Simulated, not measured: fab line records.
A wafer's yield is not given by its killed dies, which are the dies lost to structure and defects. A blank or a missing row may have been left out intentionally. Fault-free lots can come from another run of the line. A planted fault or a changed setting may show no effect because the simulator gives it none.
Split-lot experiment | flow sfq_line | on a route of 325 steps: 5 lots, 23 wafers read

## THE SPLIT ITSELF
At SFQ_TRILAYER_I2_VIA_LITHO_COAT_067 (resist thk 650 nm), the setting spin_rpm was moved away from the recipe's 3000 rpm on 6 of the 23 wafers read, by -6.7% to +6.1%. For the rest of the wafers, this setting stayed at what the recipe calls for.

## FROM THE SPLIT TO THE READING: what the file shows between them, 3 steps
- SFQ_TRILAYER_I2_VIA_LITHO_SOFTBAKE_071
- SFQ_TRILAYER_I2_VIA_LITHO_EXPOSE_068: exposes mask I2, target cd 500 nm
- SFQ_TRILAYER_I2_VIA_LITHO_DEVELOP_069: time 60 s

## THE READING
KrF_of_TRILAYER_I2_VIA_LITHO_COAT_067.thk_nm (the simulator's own value, which no gauge read), in nm, at SFQ_TRILAYER_I2_VIA_BARC_OPEN_VIA_ETCH_096 (etches BARC in O2, target depth 125 nm, time 41.7 s). The file does not state a usual value for it. Average 573.6 nm, standard deviation 2.1 nm, over the 17 wafers here run with the recipe.

wafer  | tool, chamber at the split | spin_rpm as run, rpm | against the recipe | KrF_of_TRILAYER_I2_VIA_LITHO_COAT_067.thk_nm, nm | against lot-mates on the recipe
L076.1 | litho_track-01, 0          | 3000                 | recipe             | 570.5                                            | -
L076.2 | litho_track-01, 0          | 2798                 | -6.7%              | 593.3                                            | +22.7
L076.3 | litho_track-01, 0          | 2798                 | -6.7%              | 595.1                                            | +24.5
L076.4 | litho_track-01, 0          | 3000                 | recipe             | 571.8                                            | -
L076.6 | litho_track-01, 0          | 3000                 | recipe             | 569.5                                            | -
L078.1 | litho_track-01, 0          | 3000                 | recipe             | 571.6                                            | -
L078.2 | litho_track-01, 0          | 3079                 | +2.6%              | 564.9                                            | -8.3
L078.4 | litho_track-01, 0          | 3000                 | recipe             | 574.6                                            | -
L078.5 | litho_track-01, 0          | 3079                 | +2.6%              | 567.4                                            | -5.8
L078.6 | litho_track-01, 0          | 3000                 | recipe             | 573.5                                            | -
L079.2 | litho_track-03, 0          | 3000                 | recipe             | 574.9                                            | -
L079.3 | litho_track-03, 0          | 3000                 | recipe             | 576.2                                            | -
L079.5 | litho_track-03, 0          | 3000                 | recipe             | 574.2                                            | -
L080.1 | litho_track-03, 0          | 3000                 | recipe             | 572.4                                            | -
L080.3 | litho_track-03, 0          | 3000                 | recipe             | 575.8                                            | -
L080.4 | litho_track-03, 0          | 3000                 | recipe             | 573.6                                            | -
L080.5 | litho_track-03, 0          | 3000                 | recipe             | 576.6                                            | -
L080.6 | litho_track-03, 0          | 3000                 | recipe             | 577.1                                            | -
L081.1 | litho_track-01, 0          | 3000                 | recipe             | 574.4                                            | -
L081.2 | litho_track-01, 0          | 3000                 | recipe             | 571.9                                            | -
L081.4 | litho_track-01, 0          | 3183                 | +6.1%              | 551.9                                            | -20.9
L081.5 | litho_track-01, 0          | 3000                 | recipe             | 572.2                                            | -
L081.6 | litho_track-01, 0          | 3183                 | +6.1%              | 553.4                                            | -19.4

FIT RESULTS
A straight line over all 23 wafers: KrF_of_TRILAYER_I2_VIA_LITHO_COAT_067.thk_nm changes by -3.19 nm for each +1% of spin_rpm; r = -0.98; the points scatter about the line by 2.1 nm.
The same after taking each lot's own level away (the mean of its wafers on the recipe; 23 wafers): -3.37 nm for each +1%; r = -0.99; scatter 1.4 nm.
According to that fit, moving spin_rpm by its largest amount changes the reading by 23 nm.
From 570.60 to 575.10 nm: that is the span of the lots' own levels, equal to 2.1 times the standard deviation above.
The two slopes agree, so the slope changes little with the lot-to-lot level.
Check: for one of the wafers moved furthest among these (-6.7%), held out of the fit, the line's prediction against its lot-mates is +23 nm. It came out at +22.7 nm against them.

## OTHER SPLITS ON THESE WAFERS
These wafers also went through other splits before the reading. Each is held against what the fit with the lots' levels taken away leaves over:
other split on the same wafers                    | wafers away from the commonest value | r with KrF_of_TRILAYER_I2_VIA_LITHO_COAT_067.thk_nm (lot level and that fit taken away)
SFQ_TRILAYER_I1_DEP_PECVD_045 time_s              | 10                                   | -0.38
SFQ_TRILAYER_I1_VIA_LITHO_COAT_049 resist_thk_nm  | 10                                   | +0.09
SFQ_TRILAYER_I1_VIA_BARC_OPEN_VIA_ETCH_071 time_s | 10                                   | +0.18
SFQ_TRILAYER_M2_DEP_SPUTTER_055 time_s            | 7                                    | +0.21
SFQ_TRILAYER_M2_ETCH_METAL_ETCH_060 icp_w         | 8                                    | -0.28
SFQ_TRILAYER_I2_CMP_CMP_064 leave_above_ref_nm    | 12                                   | -0.06

## THE WHOLE CHAIN: every reading that the file lists as answering this split, in the file's order
step                                       | what it does                                        | reading                                                                                       | change (the file's fit)              | r (the file's)
SFQ_TRILAYER_I2_VIA_LITHO_COAT_067         | resist thk 650 nm                                   | KrF_of_TRILAYER_I2_VIA_LITHO_COAT_067.thk_nm (the simulator's own value, which no gauge read) | -3.34 nm for each +1% of the setting | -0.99
SFQ_TRILAYER_I2_VIA_BARC_OPEN_VIA_ETCH_096 | etches BARC in O2, target depth 125 nm, time 41.7 s | KrF_of_TRILAYER_I2_VIA_LITHO_COAT_067.thk_nm (the simulator's own value, which no gauge read) | -3.36 nm for each +1% of the setting | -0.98

## FILE'S OWN FIT
KrF_of_TRILAYER_I2_VIA_LITHO_COAT_067.thk_nm changes by -3.36 nm for each +1% of spin_rpm, r = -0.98.
